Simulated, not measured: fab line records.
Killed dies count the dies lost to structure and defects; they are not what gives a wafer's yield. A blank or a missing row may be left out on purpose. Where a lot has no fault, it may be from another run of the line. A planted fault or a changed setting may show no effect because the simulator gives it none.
fab line records ; flow sky130
record: lots: 5; wafers: 23
route steps=708 shown VIA3@588 CAP2M@616 VIA4@641 METAL5@662
start_h: the number of hours between the record's first day and the start of the first shown wafer of the lot ; wait_h: hours since the lot's step before ; " same as the row above ; L1.1+2: several wafers, shown together as one row ; - no value present, or no start provided ; * or withheld: withheld ; < > ~ a bound
route shown NAME@n: names a module that has steps shown in the file, with the first one's number in the route ; usual: mean and standard deviation over wafers with no fault ; same: alike in all rows ; chamber/n: place in a boat ; sites: per-site readings ; _std_site: standard deviation of those values ; _edge_site: inner sites' mean taken away from outer sites' mean ; radius_mm: how far each site lies from the wafer's centre ; mask NAME#n: copy n ; behind: the most recent tool/chamber to have shaped the wafer ; hold: reason for holding the lot/hours on hold/outcome of the hold ; device: transistor that didn't switch, given as n, p or np ; end of line: tests run on the same wafers once the route is complete ; step lacking rows: just its recipe ; killed: the dies lost at the first sort to structure and to defects; this is not the yield of the wafer ; map: dies across one wafer; x = killed, . = not, _ = none there
set.NAME: the setting the step ran with; set.NAME@STEP: the setting that earlier step ran with ; model.NAME: the simulator's own value behind a step, which no gauge read
lots run with intentionally changed settings; tables by step, rows by wafer
== steps ==
step: SKY_VIA3_ETCH_15
recipe: target: SiO2; chemistry: C4F8/O2/Ar; target_depth_nm: 507; stop_on: TiN; mask_material: KrF-thick; source_w: 1500; bias_w: 1200; pressure_mtorr: 40; c4f8_flow_sccm: withheld; O2_flow_sccm: 6; Ar_flow_sccm: 300; time_s: 78
lot.wafer;tool;chamber;start_h;wait_h;set.source_w;set.spin_rpm@VIA3_COAT_07;model.KrF-thick_of_VIA3_COAT_07.thk_nm
L076.1;rie_diel-02;0;948.91;0.0;1376;3000;292.2
L076.3;rie_diel-02;3;948.91;0.0;1376;2929;295.4
L076.4;rie_diel-02;2;948.91;0.0;1500;3000;287.7
L076.5;rie_diel-02;3;948.91;0.0;1376;2929;295.1
L076.6;rie_diel-02;2;948.91;0.0;1500;2929;293.3
L077.1;rie_diel-02;0;952.86;0.0;1583;3000;289
L077.2;rie_diel-02;2;952.86;0.0;1500;3000;291.2
L077.3;rie_diel-02;3;952.86;0.0;1583;3000;287.7
L077.4;rie_diel-02;1;952.86;0.0;1500;3000;291.8
L077.5;rie_diel-02;0;952.86;0.0;1583;3000;289.3
L079.1;rie_diel-02;1;977.38;0.0;1500;3000;288.3
L079.2;rie_diel-02;2;977.38;0.0;1564;2930;290.6
L079.3;rie_diel-02;3;977.38;0.0;1500;2930;292.1
L079.5;rie_diel-02;1;977.38;0.0;1500;3000;287.8
L079.6;rie_diel-02;2;977.38;0.0;1564;3000;283.5
L081.1;rie_diel-02;3;985.88;0.0;1500;3000;288.1
L081.2;rie_diel-02;2;985.88;0.0;1500;3000;288.8
L081.5;rie_diel-02;1;985.88;0.0;1500;3000;289.5
L084.2;rie_diel-02;2;1007.86;0.0;1500;2822;300.4
L084.3;rie_diel-02;3;1007.86;0.0;1500;3000;286.1
L084.4;rie_diel-02;1;1007.86;0.0;1660;3000;284.4
L084.5;rie_diel-02;3;1007.86;0.0;1660;2822;294.7
L084.6;rie_diel-02;2;1007.86;0.0;1500;2822;300
step: SKY_CAP2M_METAL_ETCH_13
recipe: target_depth_nm: 220; stop_on: SiO2; chemistry: Cl2/BCl3; target: TiN; pressure_mtorr: 10; icp_w: 900; bias_w: 48.5; Cl2_flow_sccm: 60; bcl3_flow_sccm: 30; time_s: 62.9
lot.wafer;tool;chamber;start_h;wait_h;set.time_s;model.NOVOLAK_of_CAP2M_COAT_07.thk_nm
L076.1;rie_metal-04;0;974.90;0.0;62.9;994.1
L076.3;rie_metal-04;1;974.90;0.0;62.9;997.1
L076.4;rie_metal-04;0;974.90;0.0;71.6;969
L076.5;rie_metal-04;0;974.90;0.0;71.6;970.1
L076.6;rie_metal-04;1;974.90;0.0;62.9;997.9
L077.1;rie_metal-02;1;978.36;0.0;62.9;995.9
L077.2;rie_metal-02;1;978.36;0.0;62.9;996.3
L077.3;rie_metal-02;1;978.36;0.0;57.56;1009
L077.4;rie_metal-02;1;978.36;0.0;62.9;995.2
L077.5;rie_metal-02;1;978.36;0.0;57.56;1005
L079.1;rie_metal-02;0;1002.81;0.0;62.9;990.1
L079.2+3;rie_metal-02;1,0;1002.81;0.0;62.9;991.9
L079.5;rie_metal-02;1;1002.81;0.0;62.9;996.6
L079.6;rie_metal-02;0;1002.81;0.0;62.9;994.9
L081.1;rie_metal-03;1;1010.76;0.0;62.9;996.7
L081.2;rie_metal-03;0;1010.76;0.0;62.9;992.4
L081.5;rie_metal-03;1;1010.76;0.0;62.9;993.9
L084.2;rie_metal-02;0;1033.22;0.0;62.9;994
L084.3;rie_metal-02;0;1033.22;0.0;62.9;993.6
L084.4;rie_metal-02;1;1033.22;0.0;62.9;996.1
L084.5;rie_metal-02;0;1033.22;0.0;62.9;993.2
L084.6;rie_metal-02;1;1033.22;0.0;62.9;994.7
step: SKY_CAP2M_STRIP_14
recipe: chemistry: O2/N2; power_w: 1400; pressure_mtorr: 1500; platen_temp_c: withheld; o2_flow_sccm: 3000; n2_flow_sccm: 300; overash_fraction: 0.5
usual: strip_time_to_endpoint_s: 12.65/0.047
lot.wafer;tool;chamber;start_h;wait_h;set.time_s@CAP2M_METAL_ETCH_13;strip_time_to_endpoint_s
L076.1;plasma_asher-04;1;974.98;0.1;62.9;12.66
L076.3;plasma_asher-04;1;974.98;0.1;62.9;12.70
L076.4;plasma_asher-04;0;974.98;0.1;71.6;12.38
L076.5;plasma_asher-04;0;974.98;0.1;71.6;12.40
L076.6;plasma_asher-04;1;974.98;0.1;62.9;12.70
L077.1;plasma_asher-04;1;978.52;0.1;62.9;12.67
L077.2;plasma_asher-04;0;978.52;0.1;62.9;12.69
L077.3;plasma_asher-04;0;978.52;0.1;57.56;12.77
L077.4;plasma_asher-04;1;978.52;0.1;62.9;12.67
L077.5;plasma_asher-04;1;978.52;0.1;57.56;12.80
L079.1;plasma_asher-01;1;1002.89;0.1;62.9;12.62
L079.2;plasma_asher-01;0;1002.89;0.1;62.9;12.64
L079.3;plasma_asher-01;1;1002.89;0.1;62.9;12.63
L079.5;plasma_asher-01;0;1002.89;0.1;62.9;12.69
L079.6;plasma_asher-01;1;1002.89;0.1;62.9;12.68
L081.1;plasma_asher-03;1;1010.84;0.1;62.9;12.68
L081.2;plasma_asher-03;0;1010.84;0.1;62.9;12.66
L081.5;plasma_asher-03;0;1010.84;0.1;62.9;12.66
L084.2;plasma_asher-01;1;1033.30;0.1;62.9;12.65
L084.3;plasma_asher-01;1;1033.30;0.1;62.9;12.66
L084.4;plasma_asher-01;0;1033.30;0.1;62.9;12.68
L084.5;plasma_asher-01;1;1033.30;0.1;62.9;12.66
L084.6;plasma_asher-01;0;1033.30;0.1;62.9;12.65
step: SKY_VIA4_CMP_02
recipe: material: SiO2; down_force_psi: 4; platen_rpm: 60; pad_velocity_m_s: 0.94248
lot.wafer;tool;chamber;start_h;wait_h;set.leave_above_ref_nm;model.SiO2_of_VIA4_HDPCVD_00.thk_nm
L076.3;cmp-01;2;1000.93;0.0;623.2;623.7
L076.1;cmp-01;0;1000.93;0.0;580;582
L076.4+6;cmp-01;1,2;1000.93;0.0;623.2;-
L076.5;cmp-01;3;1000.93;0.0;580;583.1
L077.3;cmp-01;0;1004.05;0.0;580;581.9
L077.2;cmp-01;1;1004.05;0.0;580;-
L077.4;cmp-01;2;1004.05;0.0;618.6;618
L077.1;cmp-01;3;1004.05;0.0;580;582.4
L077.5;cmp-01;1;1004.05;0.0;618.6;-
L079.1;cmp-02;3;1028.28;0.1;539.5;541.9
L079.3+2;cmp-02;0,1;1028.28;0.1;539.5;-
L079.5;cmp-02;2;1028.28;0.1;580;579.3
L079.6;cmp-02;3;1028.28;0.1;580;583.8
L081.1;cmp-01;2;1035.58;0.1;580;579.4
L081.2;cmp-01;3;1035.58;0.1;580;581.3
L081.5;cmp-01;0;1035.58;0.1;580;580.3
L084.3;cmp-02;0;1056.94;0.0;580;580.4
L084.4;cmp-02;1;1056.94;0.0;580;580
L084.2;cmp-02;2;1056.94;0.0;580;579.8
L084.5;cmp-02;0;1056.94;0.0;580;581
L084.6;cmp-02;1;1056.94;0.0;580;579.6
step: SKY_VIA4_ETCH_12
recipe: target: SiO2; chemistry: C4F8/O2/Ar; stop_on: TiN; mask_material: NOVOLAK; source_w: 1500; bias_w: 1200; pressure_mtorr: 40; c4f8_flow_sccm: withheld; O2_flow_sccm: 6; Ar_flow_sccm: 300; time_s: withheld; target_depth_a: 5800
usual: oes_product_au: 0.928/0.0049
lot.wafer;tool;chamber;start_h;wait_h;set.source_w;set.leave_above_ref_nm@VIA4_CMP_02;oes_product_au;model.VIA4.feature_depth_nm
L076.1;rie_diel-04;0;1024.55;0.0;1500;580;0.921;582
L076.3;rie_diel-04;2;1024.55;0.0;1500;623.2;0.975;623.7
L076.4;rie_diel-04;1;1024.55;0.0;1379;623.2;0.955;625.7
L076.5;rie_diel-04;3;1024.55;0.0;1379;580;0.927;583.1
L076.6;rie_diel-04;0;1024.55;0.0;1379;623.2;0.975;624.2
L077.1;rie_diel-01;2;1027.20;0.0;1500;580;0.926;582.4
L077.2;rie_diel-01;0;1027.20;0.0;1500;580;0.924;582.4
L077.3;rie_diel-01;1;1027.20;0.0;1500;580;0.936;581.9
L077.4;rie_diel-01;3;1027.20;0.0;1500;618.6;0.956;618
L077.5;rie_diel-01;0;1027.20;0.0;1500;618.6;0.960;620
L079.1;rie_diel-04;0;1051.25;0.0;1439;539.5;0.880;541.9
L079.2;rie_diel-04;3;1051.25;0.0;1439;539.5;0.886;539
L079.3;rie_diel-04;2;1051.25;0.0;1500;539.5;0.895;541.5
L079.5;rie_diel-04;0;1051.25;0.0;1500;580;0.925;579.3
L079.6;rie_diel-04;1;1051.25;0.0;1439;580;0.933;583.8
L081.1;rie_diel-01;1;1057.91;0.0;1500;580;0.912;579.4
L081.2;rie_diel-01;0;1057.91;0.0;1500;580;0.936;581.3
L081.5;rie_diel-01;1;1057.91;0.0;1500;580;0.934;580.3
L084.2;rie_diel-04;1;1077.90;0.0;1567;580;0.931;580.1
L084.3;rie_diel-04;2;1077.90;0.0;1500;580;0.929;580.4
L084.4;rie_diel-04;3;1077.90;0.0;1500;580;0.930;580
L084.5;rie_diel-04;2;1077.90;0.0;1567;580;0.928;581.4
L084.6;rie_diel-04;1;1077.90;0.0;1500;580;0.928;579.6
step: SKY_VIA4_CVD_18
recipe: material: W; target_thk_nm: 505; time_s: 152.14; temp_c: 400; pressure_torr: 40
lot.wafer;tool;chamber;start_h;wait_h;set.temp_c;model.W_of_VIA4_CVD_18.thk_nm
L076.1;cvd_w-02;0;1025.29;0.0;405.7;565.7
L076.3;cvd_w-02;1;1025.29;0.0;400;514.5
L076.4;cvd_w-02;0;1025.29;0.0;405.7;561.4
L076.5;cvd_w-02;0;1025.29;0.0;405.7;562.9
L076.6;cvd_w-02;1;1025.29;0.0;400;510.3
L077.1;cvd_w-01;1;1027.93;0.0;410.8;600.5
L077.2;cvd_w-01;0;1027.93;0.0;410.8;609
L077.3;cvd_w-01;0;1027.93;0.0;400;499.6
L077.4;cvd_w-01;1;1027.93;0.0;400;493.8
L077.5;cvd_w-01;1;1027.93;0.0;400;492.2
L079.1;cvd_w-02;0;1051.98;0.0;400;501.7
L079.2;cvd_w-02;1;1051.98;0.0;390.5;434
L079.3;cvd_w-02;1;1051.98;0.0;390.5;431.6
L079.5;cvd_w-02;1;1051.98;0.0;400;512.6
L079.6;cvd_w-02;0;1051.98;0.0;390.5;424.1
L081.1;cvd_w-02;0;1058.64;0.0;400;501.9
L081.2;cvd_w-02;1;1058.64;0.0;400;514.4
L081.5;cvd_w-02;0;1058.64;0.0;400;500.6
L084.2;cvd_w-01;0;1078.63;0.0;400;505.2
L084.3;cvd_w-01;0;1078.63;0.0;407.4;580.2
L084.4;cvd_w-01;1;1078.63;0.0;407.4;574.7
L084.5;cvd_w-01;0;1078.63;0.0;407.4;582.3
L084.6;cvd_w-01;1;1078.63;0.0;400;502.3
step: SKY_VIA4_RS_MEAS_19
recipe: thk_meas_gauge: four-point-probe; reads: W_of_VIA4_CVD_18+TiN_of_VIA4_SPUTTER_17
usual: VIA4_W_RS: 0.2257/0.0028
lot.wafer;tool;chamber;start_h;wait_h;set.temp_c@VIA4_CVD_18;VIA4_W_RS[ohm/sq]
L076.1;film_metro-03;-;1025.44;0.1;405.7;0.2023
L076.3;film_metro-03;-;1025.44;0.1;400;0.2225
L076.4;film_metro-03;-;1025.44;0.1;405.7;0.2036
L076.5;film_metro-03;-;1025.44;0.1;405.7;0.2030
L076.6;film_metro-03;-;1025.44;0.1;400;0.2245
L077.1;film_metro-03;-;1028.08;0.1;410.8;0.1902
L077.2;film_metro-03;-;1028.08;0.1;410.8;0.1874
L077.3;film_metro-03;-;1028.08;0.1;400;0.2290
L077.4;film_metro-03;-;1028.08;0.1;400;0.2318
L077.5;film_metro-03;-;1028.08;0.1;400;0.2324
L079.1;film_metro-03;-;1052.13;0.1;400;0.2284
L079.2;film_metro-03;-;1052.13;0.1;390.5;0.2639
L079.3;film_metro-03;-;1052.13;0.1;390.5;0.2651
L079.5;film_metro-03;-;1052.13;0.1;400;0.2233
L079.6;film_metro-03;-;1052.13;0.1;390.5;0.2698
L081.1;film_metro-04;-;1058.79;0.1;400;0.2283
L081.2;film_metro-04;-;1058.79;0.1;400;0.2222
L081.5;film_metro-04;-;1058.79;0.1;400;0.2289
L084.2;film_metro-03;-;1078.80;0.1;400;0.2266
L084.3;film_metro-03;-;1078.80;0.1;407.4;0.1972
L084.4;film_metro-03;-;1078.80;0.1;407.4;0.1989
L084.5;film_metro-03;-;1078.80;0.1;407.4;0.1965
L084.6;film_metro-03;-;1078.80;0.1;400;0.2277
step: SKY_VIA4_THK_MEAS_20
recipe: thk_meas_gauge: xrf; reads: W_of_VIA4_CVD_18
usual: VIA4_W_THK: 510/6.8
lot.wafer;tool;chamber;start_h;wait_h;set.temp_c@VIA4_CVD_18;VIA4_W_THK[nm]
L076.1;film_metro-03;-;1025.56;0.1;405.7;572
L076.3;film_metro-03;-;1025.56;0.1;400;518
L076.4;film_metro-03;-;1025.56;0.1;405.7;562
L076.5;film_metro-03;-;1025.56;0.1;405.7;569
L076.6;film_metro-03;-;1025.56;0.1;400;513
L077.1;film_metro-03;-;1028.20;0.1;410.8;606
L077.2;film_metro-03;-;1028.20;0.1;410.8;613
L077.3;film_metro-03;-;1028.20;0.1;400;502
L077.4;film_metro-03;-;1028.20;0.1;400;500
L077.5;film_metro-03;-;1028.20;0.1;400;495
L079.1;film_metro-03;-;1052.25;0.1;400;506
L079.2;film_metro-03;-;1052.25;0.1;390.5;438
L079.3;film_metro-03;-;1052.25;0.1;390.5;437
L079.5;film_metro-03;-;1052.25;0.1;400;519
L079.6;film_metro-03;-;1052.25;0.1;390.5;430
L081.1;film_metro-04;-;1058.91;0.1;400;501
L081.2;film_metro-04;-;1058.91;0.1;400;513
L081.5;film_metro-04;-;1058.91;0.1;400;500
L084.2;film_metro-03;-;1078.91;0.1;400;510
L084.3;film_metro-03;-;1078.91;0.1;407.4;588
L084.4;film_metro-03;-;1078.91;0.1;407.4;580
L084.5;film_metro-03;-;1078.91;0.1;407.4;590
L084.6;film_metro-03;-;1078.91;0.1;400;508
step: SKY_METAL5_SPUTTER_01
recipe: material: TiN; target_thk_nm: 20; power_w: 6500; time_s: 16.7; chamber_pressure_pa: 0.4
lot.wafer;tool;chamber;start_h;wait_h;set.power_w;model.TiN_of_METAL5_SPUTTER_01.thk_nm
L076.1;pvd_sputter-01;-;1025.94;0.0;6500;19.87
L076.3;pvd_sputter-01;-;1025.94;0.0;6500;20.23
L076.4;pvd_sputter-01;-;1025.94;0.0;7269;22.51
L076.5;pvd_sputter-01;-;1025.94;0.0;6500;19.92
L076.6;pvd_sputter-01;-;1025.94;0.0;7269;22.76
L077.1;pvd_sputter-02;-;1028.72;0.0;6500;20.2
L077.2;pvd_sputter-02;-;1028.72;0.0;5774;17.64
L077.3;pvd_sputter-02;-;1028.72;0.0;6500;20.32
L077.4;pvd_sputter-02;-;1028.72;0.0;6500;19.95
L077.5;pvd_sputter-02;-;1028.72;0.0;5774;18.03
L079.1;pvd_sputter-02;-;1053.75;0.0;6500;19.69
L079.2;pvd_sputter-02;-;1053.75;0.0;7182;22.14
L079.3;pvd_sputter-02;-;1053.75;0.0;7182;22.29
L079.5;pvd_sputter-02;-;1053.75;0.0;6500;20.07
L079.6;pvd_sputter-02;-;1053.75;0.0;6500;20.03
L081.1;pvd_sputter-01;-;1059.30;0.0;6500;20.38
L081.2;pvd_sputter-01;-;1059.30;0.0;6500;19.86
L081.5;pvd_sputter-01;-;1059.30;0.0;6500;20.29
L084.2;pvd_sputter-03;-;1079.35;0.0;6500;20.24
L084.3;pvd_sputter-03;-;1079.35;0.0;6500;19.87
L084.4;pvd_sputter-03;-;1079.35;0.0;6500;20.15
L084.5;pvd_sputter-03;-;1079.35;0.0;6500;20.11
L084.6;pvd_sputter-03;-;1079.35;0.0;6500;19.95
== key ==
split: step: SKY_VIA3_ETCH_15; setting: source_w; stated: 1500; by: wafer
response: step: SKY_VIA3_ETCH_15; reading: model.KrF-thick_of_VIA3_COAT_07.thk_nm; slope: -0.412; per: 1%; together_with: spin_rpm@VIA3_COAT_07; explained: 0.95
split: step: SKY_CAP2M_METAL_ETCH_13; setting: time_s; stated: 62.9; by: wafer
response: step: SKY_CAP2M_METAL_ETCH_13; reading: model.NOVOLAK_of_CAP2M_COAT_07.thk_nm; change: -1.77; per: 1%; r: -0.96
response: step: SKY_CAP2M_STRIP_14; reading: strip_time_to_endpoint_s; change: *; per: 1%; r: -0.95
split: step: SKY_VIA4_CMP_02; setting: leave_above_ref_nm; stated: 580; by: wafer
response: step: SKY_VIA4_CMP_02; reading: model.SiO2_of_VIA4_HDPCVD_00.thk_nm; change: +5.54; per: 1%; r: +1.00
response: step: SKY_VIA4_ETCH_12; reading: oes_product_au; change: +0.00553; per: 1%; r: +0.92
response: step: SKY_VIA4_ETCH_12; reading: model.VIA4.feature_depth_nm; change: +5.67; per: 1%; r: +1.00
split: step: SKY_VIA4_ETCH_12; setting: source_w; stated: 1500; by: wafer
response none clear
split: step: SKY_VIA4_CVD_18; setting: temp_c; stated: 400; by: wafer
response: step: SKY_VIA4_CVD_18; reading: model.W_of_VIA4_CVD_18.thk_nm; change: +37.6; per: 1%; r: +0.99
response: step: SKY_VIA4_RS_MEAS_19; reading: VIA4_W_RS; change: -0.016; per: 1%; r: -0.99
response: step: SKY_VIA4_THK_MEAS_20; reading: VIA4_W_THK; change: +37.9; per: 1%; r: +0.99
split: step: SKY_METAL5_SPUTTER_01; setting: power_w; stated: 6500; by: wafer
response: step: SKY_METAL5_SPUTTER_01; reading: model.TiN_of_METAL5_SPUTTER_01.thk_nm; change: +0.216; per: 1%; r: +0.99
split outside_this_file step=SKY_VIA3_COAT_07 setting=spin_rpm
split outside_this_file: this setting was split too, and the file shows its column; the key of that split is in another file
